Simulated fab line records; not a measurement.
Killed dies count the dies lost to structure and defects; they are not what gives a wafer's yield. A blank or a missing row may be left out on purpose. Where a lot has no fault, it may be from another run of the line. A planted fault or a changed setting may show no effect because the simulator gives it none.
A sampling plan put to the test + flow gf180mcu + one fab line, 56 faults that these records tell of, each judged on the records of the lots that it struck; 1 more is left out, because the records don't allow judging it
The plan is the line's own looks: the steps of the route at which a gauge or an inspection reads the wafer and doesn't change it. Where struck wafers have a number at a look and the file lists that look's usual mean and standard deviation on fault-free wafers, the look can be judged. Caught: at a look after the fault's first step, the mean of the struck wafers lies 4 or more of those standard deviations (sigma) from the usual mean. On the tool: the same test on the tool's own readings at the fault's steps. A different recipe on the struck wafers counts as caught too, as does a record blank only for those wafers.

## THE FAULTS, as the simulator had put them in
1. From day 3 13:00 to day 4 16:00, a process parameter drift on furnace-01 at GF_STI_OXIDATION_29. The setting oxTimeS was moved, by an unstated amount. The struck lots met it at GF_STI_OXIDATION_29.
2. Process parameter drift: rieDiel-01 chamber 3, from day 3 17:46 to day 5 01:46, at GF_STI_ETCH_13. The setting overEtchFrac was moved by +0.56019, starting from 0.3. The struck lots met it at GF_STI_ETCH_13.
3. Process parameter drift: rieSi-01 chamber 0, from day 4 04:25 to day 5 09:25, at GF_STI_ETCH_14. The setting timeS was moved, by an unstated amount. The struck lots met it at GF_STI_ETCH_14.
4. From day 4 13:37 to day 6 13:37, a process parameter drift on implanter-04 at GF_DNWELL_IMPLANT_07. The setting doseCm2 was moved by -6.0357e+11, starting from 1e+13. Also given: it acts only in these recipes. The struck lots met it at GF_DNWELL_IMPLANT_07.
5. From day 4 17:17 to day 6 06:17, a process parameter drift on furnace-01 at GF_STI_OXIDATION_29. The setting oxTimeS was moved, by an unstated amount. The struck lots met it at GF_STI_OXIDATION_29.
6. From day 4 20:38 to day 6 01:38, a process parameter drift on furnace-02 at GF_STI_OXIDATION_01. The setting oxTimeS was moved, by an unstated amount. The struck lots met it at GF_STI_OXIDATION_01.
7. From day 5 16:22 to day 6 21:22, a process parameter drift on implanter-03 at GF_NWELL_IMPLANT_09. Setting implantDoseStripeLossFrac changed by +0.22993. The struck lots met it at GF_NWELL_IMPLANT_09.
8. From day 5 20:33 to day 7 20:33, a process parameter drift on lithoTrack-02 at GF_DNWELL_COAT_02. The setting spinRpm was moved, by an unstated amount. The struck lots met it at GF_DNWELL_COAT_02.
9. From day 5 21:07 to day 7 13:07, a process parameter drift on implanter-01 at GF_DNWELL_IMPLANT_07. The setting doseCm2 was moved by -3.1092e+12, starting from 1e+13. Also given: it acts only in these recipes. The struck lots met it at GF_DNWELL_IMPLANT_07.
10. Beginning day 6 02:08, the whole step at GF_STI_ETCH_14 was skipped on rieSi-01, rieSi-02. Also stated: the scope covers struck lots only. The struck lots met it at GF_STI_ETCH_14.
11. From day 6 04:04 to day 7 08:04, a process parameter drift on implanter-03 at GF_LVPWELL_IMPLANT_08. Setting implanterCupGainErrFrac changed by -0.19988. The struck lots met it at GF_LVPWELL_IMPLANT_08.
12. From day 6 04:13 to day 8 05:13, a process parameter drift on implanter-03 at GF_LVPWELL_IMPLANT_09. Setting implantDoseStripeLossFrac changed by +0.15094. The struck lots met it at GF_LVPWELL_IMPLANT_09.
13. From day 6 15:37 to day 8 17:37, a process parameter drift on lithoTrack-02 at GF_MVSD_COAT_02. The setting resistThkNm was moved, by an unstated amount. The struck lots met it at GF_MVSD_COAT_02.
14. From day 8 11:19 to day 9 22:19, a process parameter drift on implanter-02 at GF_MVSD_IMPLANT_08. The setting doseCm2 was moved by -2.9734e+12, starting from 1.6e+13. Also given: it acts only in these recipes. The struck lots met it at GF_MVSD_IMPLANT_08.
15. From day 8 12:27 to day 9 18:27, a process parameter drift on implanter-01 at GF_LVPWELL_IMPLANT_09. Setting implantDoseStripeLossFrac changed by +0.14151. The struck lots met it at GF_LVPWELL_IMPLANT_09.
16. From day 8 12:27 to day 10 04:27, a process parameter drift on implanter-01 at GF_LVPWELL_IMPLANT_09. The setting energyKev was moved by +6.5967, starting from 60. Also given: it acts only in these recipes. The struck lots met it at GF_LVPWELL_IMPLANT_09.
17. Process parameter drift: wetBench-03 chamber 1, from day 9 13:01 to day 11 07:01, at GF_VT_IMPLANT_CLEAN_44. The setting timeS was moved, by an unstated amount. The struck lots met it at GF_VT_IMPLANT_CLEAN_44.
18. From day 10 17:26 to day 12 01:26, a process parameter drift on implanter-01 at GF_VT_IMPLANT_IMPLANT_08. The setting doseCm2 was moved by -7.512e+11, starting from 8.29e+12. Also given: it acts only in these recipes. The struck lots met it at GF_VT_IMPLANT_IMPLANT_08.
19. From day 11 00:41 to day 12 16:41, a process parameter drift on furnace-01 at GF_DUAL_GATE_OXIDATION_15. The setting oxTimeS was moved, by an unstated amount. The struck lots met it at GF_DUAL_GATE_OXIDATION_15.
20. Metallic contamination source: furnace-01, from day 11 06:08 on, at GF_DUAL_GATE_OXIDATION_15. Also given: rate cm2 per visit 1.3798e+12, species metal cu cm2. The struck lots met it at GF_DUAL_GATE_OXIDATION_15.
21. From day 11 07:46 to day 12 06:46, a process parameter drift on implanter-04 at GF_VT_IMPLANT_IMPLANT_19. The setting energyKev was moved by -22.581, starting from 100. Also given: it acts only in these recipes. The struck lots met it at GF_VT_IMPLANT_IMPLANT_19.
22. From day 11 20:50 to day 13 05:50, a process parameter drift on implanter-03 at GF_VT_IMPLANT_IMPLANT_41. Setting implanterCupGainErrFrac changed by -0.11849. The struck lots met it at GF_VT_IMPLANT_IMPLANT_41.
23. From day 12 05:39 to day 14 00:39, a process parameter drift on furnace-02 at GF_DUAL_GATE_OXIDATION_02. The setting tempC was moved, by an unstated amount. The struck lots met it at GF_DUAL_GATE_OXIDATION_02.
24. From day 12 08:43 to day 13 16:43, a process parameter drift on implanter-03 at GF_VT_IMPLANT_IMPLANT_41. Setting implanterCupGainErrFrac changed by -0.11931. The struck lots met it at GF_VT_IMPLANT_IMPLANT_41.
25. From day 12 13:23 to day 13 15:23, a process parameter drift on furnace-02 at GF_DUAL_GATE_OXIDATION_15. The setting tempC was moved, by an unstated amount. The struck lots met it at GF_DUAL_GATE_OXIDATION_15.
26. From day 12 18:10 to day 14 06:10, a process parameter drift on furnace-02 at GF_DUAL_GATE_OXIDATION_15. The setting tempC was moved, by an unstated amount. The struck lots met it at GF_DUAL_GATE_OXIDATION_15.
27. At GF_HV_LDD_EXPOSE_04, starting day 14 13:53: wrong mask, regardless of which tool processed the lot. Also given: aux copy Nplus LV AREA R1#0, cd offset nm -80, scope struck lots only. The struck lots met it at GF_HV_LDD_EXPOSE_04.
28. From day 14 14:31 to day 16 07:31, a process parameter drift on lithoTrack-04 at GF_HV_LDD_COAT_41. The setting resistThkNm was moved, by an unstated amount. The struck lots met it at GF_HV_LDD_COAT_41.
29. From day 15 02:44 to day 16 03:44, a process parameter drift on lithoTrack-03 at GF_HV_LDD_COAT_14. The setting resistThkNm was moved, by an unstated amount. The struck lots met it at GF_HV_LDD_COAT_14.
30. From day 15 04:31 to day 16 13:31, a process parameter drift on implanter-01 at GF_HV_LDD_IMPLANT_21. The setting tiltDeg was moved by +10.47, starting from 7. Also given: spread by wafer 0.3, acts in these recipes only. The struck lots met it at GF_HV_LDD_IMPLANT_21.
31. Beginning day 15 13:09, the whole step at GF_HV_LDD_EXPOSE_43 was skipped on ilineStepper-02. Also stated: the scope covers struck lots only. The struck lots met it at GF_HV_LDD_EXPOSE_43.
32. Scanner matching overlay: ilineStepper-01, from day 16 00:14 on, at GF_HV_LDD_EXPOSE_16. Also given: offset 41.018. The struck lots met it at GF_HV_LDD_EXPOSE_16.
33. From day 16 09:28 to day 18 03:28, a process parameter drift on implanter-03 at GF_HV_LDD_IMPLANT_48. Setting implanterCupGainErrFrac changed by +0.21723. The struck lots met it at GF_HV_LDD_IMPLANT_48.
34. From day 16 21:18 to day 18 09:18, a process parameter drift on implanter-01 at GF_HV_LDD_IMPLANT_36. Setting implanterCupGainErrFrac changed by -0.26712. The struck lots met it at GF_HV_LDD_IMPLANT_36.
35. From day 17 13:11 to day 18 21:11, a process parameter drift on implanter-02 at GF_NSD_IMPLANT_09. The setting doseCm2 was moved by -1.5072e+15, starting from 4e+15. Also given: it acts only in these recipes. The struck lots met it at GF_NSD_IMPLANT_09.
36. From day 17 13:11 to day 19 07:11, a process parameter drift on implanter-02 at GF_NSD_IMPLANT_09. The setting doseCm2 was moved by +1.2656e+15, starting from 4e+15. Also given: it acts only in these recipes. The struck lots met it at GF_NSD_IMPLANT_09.
37. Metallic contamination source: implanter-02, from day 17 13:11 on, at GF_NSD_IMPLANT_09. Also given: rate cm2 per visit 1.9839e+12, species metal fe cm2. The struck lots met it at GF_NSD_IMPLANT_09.
38. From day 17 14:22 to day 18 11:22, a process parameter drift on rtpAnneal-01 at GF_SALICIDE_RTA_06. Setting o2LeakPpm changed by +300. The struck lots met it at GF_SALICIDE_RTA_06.
39. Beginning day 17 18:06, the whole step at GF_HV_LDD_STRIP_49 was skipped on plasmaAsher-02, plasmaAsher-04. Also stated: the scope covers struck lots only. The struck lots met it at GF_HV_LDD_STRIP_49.
40. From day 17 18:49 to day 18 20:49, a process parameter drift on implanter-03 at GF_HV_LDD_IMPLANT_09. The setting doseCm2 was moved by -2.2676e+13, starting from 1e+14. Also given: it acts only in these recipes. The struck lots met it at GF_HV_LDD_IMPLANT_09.
41. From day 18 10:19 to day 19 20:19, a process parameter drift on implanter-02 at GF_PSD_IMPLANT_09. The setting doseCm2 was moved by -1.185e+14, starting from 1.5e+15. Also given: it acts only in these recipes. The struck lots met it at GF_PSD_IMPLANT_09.
42. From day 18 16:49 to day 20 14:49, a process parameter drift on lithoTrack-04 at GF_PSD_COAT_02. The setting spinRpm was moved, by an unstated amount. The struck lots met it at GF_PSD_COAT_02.
43. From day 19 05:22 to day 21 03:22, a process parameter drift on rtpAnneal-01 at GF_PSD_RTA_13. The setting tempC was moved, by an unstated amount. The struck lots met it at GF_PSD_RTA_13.
44. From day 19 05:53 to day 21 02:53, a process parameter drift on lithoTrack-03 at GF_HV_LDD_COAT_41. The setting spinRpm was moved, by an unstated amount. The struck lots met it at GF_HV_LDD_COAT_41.
45. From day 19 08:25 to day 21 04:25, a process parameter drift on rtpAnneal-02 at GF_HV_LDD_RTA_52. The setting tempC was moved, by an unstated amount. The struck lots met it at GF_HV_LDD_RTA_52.
46. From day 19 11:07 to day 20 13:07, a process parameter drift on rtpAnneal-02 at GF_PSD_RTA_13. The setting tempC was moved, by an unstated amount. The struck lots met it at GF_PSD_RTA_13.
47. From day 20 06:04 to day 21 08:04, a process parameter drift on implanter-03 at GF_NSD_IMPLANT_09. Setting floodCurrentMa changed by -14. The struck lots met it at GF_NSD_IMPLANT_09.
48. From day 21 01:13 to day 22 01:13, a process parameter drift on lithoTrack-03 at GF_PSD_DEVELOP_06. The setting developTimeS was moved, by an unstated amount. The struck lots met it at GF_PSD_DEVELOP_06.
49. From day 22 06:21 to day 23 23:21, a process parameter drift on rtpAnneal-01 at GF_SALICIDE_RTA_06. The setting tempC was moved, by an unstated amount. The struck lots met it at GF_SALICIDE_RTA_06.
50. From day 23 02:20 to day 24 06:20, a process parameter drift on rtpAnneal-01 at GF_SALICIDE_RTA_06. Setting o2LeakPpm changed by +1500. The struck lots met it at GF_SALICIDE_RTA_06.
51. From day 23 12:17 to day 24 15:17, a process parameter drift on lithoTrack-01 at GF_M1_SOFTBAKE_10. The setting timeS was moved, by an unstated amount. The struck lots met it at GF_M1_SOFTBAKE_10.
52. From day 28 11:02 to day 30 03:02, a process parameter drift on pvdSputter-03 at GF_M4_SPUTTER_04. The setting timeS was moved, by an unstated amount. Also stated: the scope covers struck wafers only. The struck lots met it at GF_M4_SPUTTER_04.
53. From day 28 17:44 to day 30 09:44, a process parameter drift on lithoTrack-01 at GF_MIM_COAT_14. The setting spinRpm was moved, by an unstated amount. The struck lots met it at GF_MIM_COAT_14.
54. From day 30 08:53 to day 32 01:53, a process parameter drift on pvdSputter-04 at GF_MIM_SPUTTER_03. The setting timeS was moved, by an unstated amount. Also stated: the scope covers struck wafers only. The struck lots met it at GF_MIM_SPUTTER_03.
55. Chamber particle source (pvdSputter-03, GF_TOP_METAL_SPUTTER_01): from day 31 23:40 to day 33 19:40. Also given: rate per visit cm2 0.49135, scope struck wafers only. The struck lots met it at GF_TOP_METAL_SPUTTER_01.
56. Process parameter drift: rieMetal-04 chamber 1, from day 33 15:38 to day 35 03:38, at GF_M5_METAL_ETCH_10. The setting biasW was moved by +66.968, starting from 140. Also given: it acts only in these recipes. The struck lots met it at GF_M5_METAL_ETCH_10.

## WHAT THE PLAN SAW
| fault | on the tool itself                               | first look that catches it                      | reading, sigma                                             | median hours from its first step to that look | hours from the fault's start to the first struck lot there | judged looks passed uncaught |
|-------|--------------------------------------------------|-------------------------------------------------|------------------------------------------------------------|-----------------------------------------------|------------------------------------------------------------|------------------------------|
| 1     | no reading that can be judged                    | GF_STI_THK_MEAS_30                              | STI_OXIDATION_02_THK -18                                   | 1.4                                           | 7                                                          | 0                            |
| 2     | oesProductAu -22 sigma                           | not the one look that can be judged after it    | -                                                          | -                                             | -                                                          | 1                            |
| 3     | runLengthS +10 sigma                             | no look after it can be judged                  | -                                                          | -                                             | -                                                          | 0                            |
| 4     | doseIonsCm2 -54 sigma                            | none of the 3 looks that can be judged after it | strongest: DNWELL_TW at GF_DNWELL_TW_MEAS_09, -3.7         | -                                             | -                                                          | 3                            |
| 5     | under 2 sigma                                    | GF_STI_THK_MEAS_30                              | STI_OXIDATION_02_THK -18                                   | 1.4                                           | 4                                                          | 0                            |
| 6     | under 2 sigma                                    | GF_STI_THK_MEAS_02                              | STI_OXIDATION_THK +19                                      | 1.4                                           | 4                                                          | 0                            |
| 7     | no reading that can be judged                    | GF_VT_IMPLANT_RS_MEAS_47                        | NWELL_RS +8.2                                              | 138.0                                         | 148                                                        | 0                            |
| 8     | spinSpeedRpm +26 sigma                           | no look after it can be judged                  | -                                                          | -                                             | -                                                          | 0                            |
| 9     | doseIonsCm2 -99 or beyond sigma                  | GF_DNWELL_TW_MEAS_09                            | DNWELL_TW -19                                              | 0.2                                           | 3                                                          | 0                            |
| 10    | the tool's record is blank for the struck wafers | no look after it can be judged                  | -                                                          | -                                             | -                                                          | 0                            |
| 11    | beamOnS +11 sigma                                | GF_LVPWELL_TW_MEAS_11                           | LVPWELL_TW +8.8                                            | 0.4                                           | 3                                                          | 0                            |
| 12    | under 2 sigma                                    | GF_VT_IMPLANT_RS_MEAS_48                        | LVPWELL_RS +6.6                                            | 115.6                                         | 118                                                        | 1                            |
| 13    | under 2 sigma                                    | GF_MVPSD_TW_MEAS_11                             | MVPSD_TW +99 or beyond                                     | 28.4                                          | 35                                                         | 0                            |
| 14    | doseIonsCm2 -99 or beyond sigma                  | GF_MVSD_TW_MEAS_11                              | MVSD_TW -9.0                                               | 0.4                                           | 5                                                          | 0                            |
| 15    | no reading that can be judged                    | GF_VT_IMPLANT_RS_MEAS_48                        | LVPWELL_RS +7.2                                            | 124.7                                         | 126                                                        | 1                            |
| 16    | beamEnergyKeV +99 or beyond sigma                | none of the 2 looks that can be judged after it | strongest: LVPWELL_RS at GF_VT_IMPLANT_RS_MEAS_48, +2.8    | -                                             | -                                                          | 2                            |
| 17    | runLengthS -34 sigma                             | no look after it can be judged                  | -                                                          | -                                             | -                                                          | 0                            |
| 18    | doseIonsCm2 -87 sigma                            | not the one look that can be judged after it    | strongest: VT_IMPLANT_TW at GF_VT_IMPLANT_TW_MEAS_10, -3.9 | -                                             | -                                                          | 1                            |
| 19    | under 2 sigma                                    | no look after it can be judged                  | -                                                          | -                                             | -                                                          | 0                            |
| 20    | under 2 sigma                                    | none of the 7 looks that can be judged after it | -                                                          | -                                             | -                                                          | 7                            |
| 21    | beamEnergyKeV -99 or beyond sigma                | GF_VT_IMPLANT_TW_MEAS_21                        | VT_IMPLANT_2_TW -11                                        | 0.2                                           | 10                                                         | 0                            |
| 22    | beamOnS +6.7 sigma                               | GF_VT_IMPLANT_TW_MEAS_43                        | VT_IMPLANT_4_TW +4.8                                       | 0.2                                           | 7                                                          | 0                            |
| 23    | tubeCenterTempC -99 or beyond sigma              | GF_DUAL_GATE_THK_MEAS_03                        | DUAL_GATE_OXIDATION_00_THK -11                             | 1.4                                           | 15                                                         | 0                            |
| 24    | beamOnS +6.8 sigma                               | GF_VT_IMPLANT_TW_MEAS_43                        | VT_IMPLANT_4_TW +6.4                                       | 0.2                                           | 6                                                          | 0                            |
| 25    | tubeCenterTempC +99 or beyond sigma              | no look after it can be judged                  | -                                                          | -                                             | -                                                          | 0                            |
| 26    | tubeCenterTempC +99 or beyond sigma              | no look after it can be judged                  | -                                                          | -                                             | -                                                          | 0                            |
| 27    | no reading that can be judged                    | GF_HV_LDD_CD_MEAS_07                            | cdNm -36                                                   | 10.3                                          | 14                                                         | 0                            |
| 28    | no reading that can be judged                    | GF_HV_LDD_CD_MEAS_46                            | cdNm +58                                                   | 11.2                                          | 13                                                         | 0                            |
| 29    | no reading that can be judged                    | GF_HV_LDD_CD_MEAS_19                            | cdNm +4.1                                                  | 11.9                                          | 17                                                         | 0                            |
| 30    | under 2 sigma                                    | none of the 7 looks that can be judged after it | -                                                          | -                                             | -                                                          | 7                            |
| 31    | no reading that can be judged                    | no look after it can be judged                  | -                                                          | -                                             | -                                                          | 0                            |
| 32    | no reading that can be judged                    | GF_HV_LDD_OVL_MEAS_20                           | HV_LDD_01_OVL +30                                          | 11.7                                          | 20                                                         | 0                            |
| 33    | faradayCurrentUA +11 sigma                       | GF_HV_LDD_TW_MEAS_50                            | HV_LDD_4_TW -5.2                                           | 0.2                                           | 7                                                          | 0                            |
| 34    | beamOnS +18 sigma                                | GF_HV_LDD_RS_MEAS_53                            | HV_LDD_RS -7.2                                             | 25.3                                          | 32                                                         | 1                            |
| 35    | doseIonsCm2 -99 or beyond sigma                  | GF_PSD_RS_MEAS_14                               | NSD_RS +52                                                 | 25.1                                          | 38                                                         | 0                            |
| 36    | doseIonsCm2 +99 or beyond sigma                  | GF_PSD_RS_MEAS_14                               | NSD_RS -17                                                 | 25.1                                          | 38                                                         | 0                            |
| 37    | under 2 sigma                                    | none of the 8 looks that can be judged after it | -                                                          | -                                             | -                                                          | 8                            |
| 38    | chamberO2Ppm +99 or beyond sigma                 | no look after it can be judged                  | -                                                          | -                                             | -                                                          | 0                            |
| 39    | the tool's record is blank for the struck wafers | no look after it can be judged                  | -                                                          | -                                             | -                                                          | 0                            |
| 40    | doseIonsCm2 -99 or beyond sigma                  | GF_HV_LDD_TW_MEAS_11                            | HV_LDD_TW -6.2                                             | 0.2                                           | 6                                                          | 0                            |
| 41    | doseIonsCm2 -74 sigma                            | GF_PSD_RS_MEAS_15                               | PSD_RS +11                                                 | 0.6                                           | 10                                                         | 0                            |
| 42    | spinSpeedRpm -99 or beyond sigma                 | GF_PSD_CD_MEAS_07                               | cdNm -4.0                                                  | 12.3                                          | 21                                                         | 0                            |
| 43    | wafer_temp_C_max -20 sigma                       | GF_PSD_RS_MEAS_14                               | NSD_RS +36                                                 | 0.1                                           | 9                                                          | 0                            |
| 44    | spinSpeedRpm +99 or beyond sigma                 | none of the 2 looks that can be judged after it | -                                                          | -                                             | -                                                          | 2                            |
| 45    | wafer_temp_C_max -99 or beyond sigma             | GF_HV_LDD_RS_MEAS_53                            | HV_LDD_RS -4.1                                             | 0.1                                           | 10                                                         | 0                            |
| 46    | wafer_temp_C_max +5.5 sigma                      | GF_PSD_RS_MEAS_14                               | NSD_RS -14                                                 | 0.1                                           | 8                                                          | 0                            |
| 47    | under 2 sigma                                    | no look after it can be judged                  | -                                                          | -                                             | -                                                          | 0                            |
| 48    | under 2 sigma                                    | not the one look that can be judged after it    | strongest: cdNm at GF_PSD_CD_MEAS_07, +3.4                 | -                                             | -                                                          | 1                            |
| 49    | wafer_temp_C_max -72 sigma                       | no look after it can be judged                  | -                                                          | -                                             | -                                                          | 0                            |
| 50    | chamberO2Ppm +99 or beyond sigma                 | no look after it can be judged                  | -                                                          | -                                             | -                                                          | 0                            |
| 51    | heaterPowerTotalW +99 or beyond sigma            | none of the 3 looks that can be judged after it | strongest: cdNm at GF_M1_CD_MEAS_14, +3.4                  | -                                             | -                                                          | 3                            |
| 52    | under 2 sigma                                    | GF_M4_THK_MEAS_06                               | M4_ALCU_THK +4.5                                           | 0.2                                           | 5                                                          | 1                            |
| 53    | spinSpeedRpm +69 sigma                           | no look after it can be judged                  | -                                                          | -                                             | -                                                          | 0                            |
| 54    | under 2 sigma                                    | no look after it can be judged                  | -                                                          | -                                             | -                                                          | 0                            |
| 55    | under 2 sigma                                    | not the one look that can be judged after it    | -                                                          | -                                             | -                                                          | 1                            |
| 56    | biasW +99 or beyond sigma                        | no look after it can be judged                  | -                                                          | -                                             | -                                                          | 0                            |
Dash: fault not caught, or number not given in these records.

Caught at a look: 29 of 56. Caught on the tool: 35 of 56. By one or the other: 47 of 56.
Faults caught by the tool alone: 2, 3, 4, 8, 10, 16, 17, 18, 25, 26, 38, 39, 44, 49, 50, 51, 53, 56.
Caught at a look alone: faults 1, 5, 6, 7, 12, 13, 15, 27, 28, 29, 32, 52.
Caught by neither: faults 19, 20, 30, 31, 37, 47, 48, 54, 55.

## THINNER SAMPLING
In the worst case, this is how late the first struck lot would be measured if the look that catches a fault measured only every second or every third lot, by lot number:
| fault | struck lots at that look, in order of time | every lot | every second lot | every third lot |
|-------|--------------------------------------------|-----------|------------------|-----------------|
| 1     | L681, L685                                 | 7 h       | may miss all 2   | may miss all 2  |
| 5     | L543, L546                                 | 4 h       | 20 h             | may miss all 2  |
| 6     | L908, L909                                 | 4 h       | 9 h              | may miss all 2  |
| 7     | L724, L726                                 | 148 h     | may miss all 2   | may miss all 2  |
| 9     | L877, L878                                 | 3 h       | 8 h              | may miss all 2  |
| 11    | L209, L210, L213                           | 3 h       | 10 h             | may miss all 3  |
| 12    | L553, L554                                 | 118 h     | 126 h            | may miss all 2  |
| 13    | L126, L131                                 | 35 h      | 62 h             | may miss all 2  |
| 14    | L708, L711                                 | 5 h       | 23 h             | may miss all 2  |
| 15    | L327, L330                                 | 126 h     | 148 h            | may miss all 2  |
| 21    | L972, L973                                 | 10 h      | 12 h             | may miss all 2  |
| 22    | L536, L537                                 | 7 h       | 18 h             | may miss all 2  |
| 23    | L623, L624, L625                           | 15 h      | 20 h             | 33 h            |
| 24    | L999, L102                                 | 6 h       | 27 h             | may miss all 2  |
| 27    | L845                                       | 14 h      | may miss it      | may miss it     |
| 28    | L127, L129, L130                           | 13 h      | 36 h             | may miss all 3  |
| 29    | L700, L701, L702                           | 17 h      | 25 h             | 37 h            |
| 32    | L837, L839                                 | 20 h      | may miss all 2   | may miss all 2  |
| 33    | L970, L972                                 | 7 h       | may miss all 2   | may miss all 2  |
| 34    | L584, L585                                 | 32 h      | 44 h             | may miss all 2  |
| 35    | L506, L508                                 | 38 h      | may miss all 2   | may miss all 2  |
| 36    | L549, L551                                 | 38 h      | may miss all 2   | may miss all 2  |
| 40    | L272, L273                                 | 6 h       | 11 h             | may miss all 2  |
| 41    | L833, L834                                 | 10 h      | 17 h             | may miss all 2  |
| 42    | L785, L789                                 | 21 h      | may miss all 2   | may miss all 2  |
| 43    | L792, L794                                 | 9 h       | may miss all 2   | may miss all 2  |
| 45    | L727, L729                                 | 10 h      | may miss all 2   | may miss all 2  |
| 46    | L158, L160                                 | 8 h       | may miss all 2   | may miss all 2  |
| 52    | L658, L663                                 | 5 h       | 38 h             | may miss all 2  |
Hours are from the fault's start to the first struck lot that is measured. The limit of 4 sigma was tested on all struck wafers together, so one lot alone may lie under it. Other struck lots may not be in these records.

## THE LONGEST TIMED WAY FROM STEP TO LOOK
Fault 7: a median of 138.0 hours passes between GF_NWELL_IMPLANT_09 and GF_VT_IMPLANT_RS_MEAS_47. No look between them can be judged.
